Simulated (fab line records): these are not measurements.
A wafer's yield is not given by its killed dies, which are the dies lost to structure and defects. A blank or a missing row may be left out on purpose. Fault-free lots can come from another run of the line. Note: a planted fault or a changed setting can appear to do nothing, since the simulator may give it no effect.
Comparing a struck lot with a sound one	flow sky130	18 out of 708 route steps
Sound: these wafers, L613.2, L613.5, L613.6. Struck: wafer L620.6; the same lot's L620.1 was not struck, so it is left out; see the end for the cause.
Order at every step that has rows: each side's tool, ch and its chambers, its first start. Under that, the readings that differ: sound wafers	struck wafers	difference of the means	sigmas: that difference in standard deviations of wafers without a fault.
alike: readings with means less than 2 such deviations apart, plus words and numbers identical on both sides. not compared: withheld readings, readings lacking a value on some wafer, bounds such as >300 that could conceal the same value, and numbers that have no deviation in the record and whose values overlap.
A row with sigmas, a row that says differs or no value, or rows on one side alone: a step with any of these is where the two part. Non-overlapping numbers with no deviation appear without sigmas and do not part them. A reading that every wafer of one side lacks parts them only if that side has two wafers or more.

first, 3 steps without rows for these wafers: SKY_VIA1_EXPOSE_09 (exposes mask VIM, target cd 150 nm); SKY_VIA1_PEB_10; SKY_VIA1_DEVELOP_11 (develop time 60 s).
SKY_VIA1_CD_MEAS_12: the cd target is 150 nm.
  struck on cdSem-02, day 38 00:16; sound on cdSem-01, day 36 06:38
  alike: cdNm
SKY_VIA1_OVL_MEAS_13:
  struck on overlay-01, day 38 00:23; sound on overlay-02, day 36 06:45
  alike: VIA1_OVL
SKY_VIA1_ETCH_14: etches BARC in N2/H2, stops on SiO2, time 45.9 s, target depth 60 nm.
  sound on rieDiel-02 ch 0,1, day 36 06:47; struck on rieDiel-01 ch 3, day 38 00:25
  alike: drypumpMotorCurrentA, oesProductAu, throttleValvePct
  not compared: rfHoursCounterH
SKY_VIA1_ETCH_15: etches SiO2 in C4F8/O2/Ar, stops on TiN, target depth 351 nm, time 54 s.
  sound on rieDiel-02 ch 0,1, day 36 06:49; struck on rieDiel-01 ch 3, day 38 00:28
  alike: oesProductAu
  not compared: rfHoursCounterH
SKY_VIA1_STRIP_16: strips in O2/N2.
  sound on plasmaAsher-04 ch 0,1, day 36 06:52; struck on plasmaAsher-02 ch 0, day 38 00:31
  alike: drypumpMotorCurrentA, oesProductAu, stripTimeToEndpointS
  not compared: rfHoursCounterH
then, 3 steps without rows for these wafers: SKY_VIA1_STRIP_17 (strips in post etch residue remover, time 1200 s); SKY_VIA1_CLEAN_18 (cleans in IPA, time 180 s); SKY_VIA1_CLEAN_19 (cleans in O3/DIW).
SKY_VIA1_SPUTTER_20: material TiN, target thk 20 nm, time 80 s.
  struck on pvdSputter-03, day 38 01:11; sound on pvdSputter-01, day 36 07:28
reading	sound	struck	difference	sigmas
throttleValvePct (%)	30.4 30.8 29.6	27.9	-2.4	-3
SKY_VIA1_CVD_21: deposits W, target thk 270 nm, time 80.902 s.
  sound on cvdW-02 ch 0,1, day 36 07:31; struck on cvdW-01 ch 1, day 38 01:15
reading	sound	struck	difference	sigmas
model.W_of_VIA1_CVD_21.thkNm (nm)	277 267.8 278.6	362.4	+87.9	
  alike: heaterPowerW, susceptorTempC
SKY_VIA1_RS_MEAS_22: the measuring method here is four-point-probe.
  struck on filmMetro-03, day 38 01:21; sound on filmMetro-03, day 36 07:38
reading	sound	struck	difference	sigmas
VIA1_W_RS (ohm/sq)	0.417 0.431 0.414	0.316	-0.105	-12
SKY_VIA1_THK_MEAS_23: measures by xrf.
  struck on filmMetro-03, day 38 01:28; sound on filmMetro-03, day 36 07:44
reading	sound	struck	difference	sigmas
VIA1_W_THK (nm)	269 261 272	351	+84	+14
SKY_VIA1_CMP_24: polishes, stops on SiO2, t overpolish 15 s, target thk 0 nm.
  sound on cmp-01 ch 0,2,3, day 36 07:56; struck on cmp-02 ch 2, day 38 01:32
reading	sound	struck	difference	sigmas
timeToEndpointS (s)	64 65 60	94	+31	+6
  alike: headPressurePsi, motorCurrentA
SKY_METAL2_SPUTTER_00: material Ti, target thk 15 nm, time 10 s.
  struck on pvdSputter-02, day 38 01:50; sound on pvdSputter-03, day 36 08:05
  alike: throttleValvePct
then, 1 step without rows for these wafers: SKY_PAD_OPEN_PROBE_99.

WHERE THEY PART
Earliest at SKY_VIA1_SPUTTER_20; latest, in this record, at SKY_VIA1_CMP_24. Later steps at which nothing parts them and some readings are alike: SKY_METAL2_SPUTTER_00.

WHY: whatever the simulator had introduced
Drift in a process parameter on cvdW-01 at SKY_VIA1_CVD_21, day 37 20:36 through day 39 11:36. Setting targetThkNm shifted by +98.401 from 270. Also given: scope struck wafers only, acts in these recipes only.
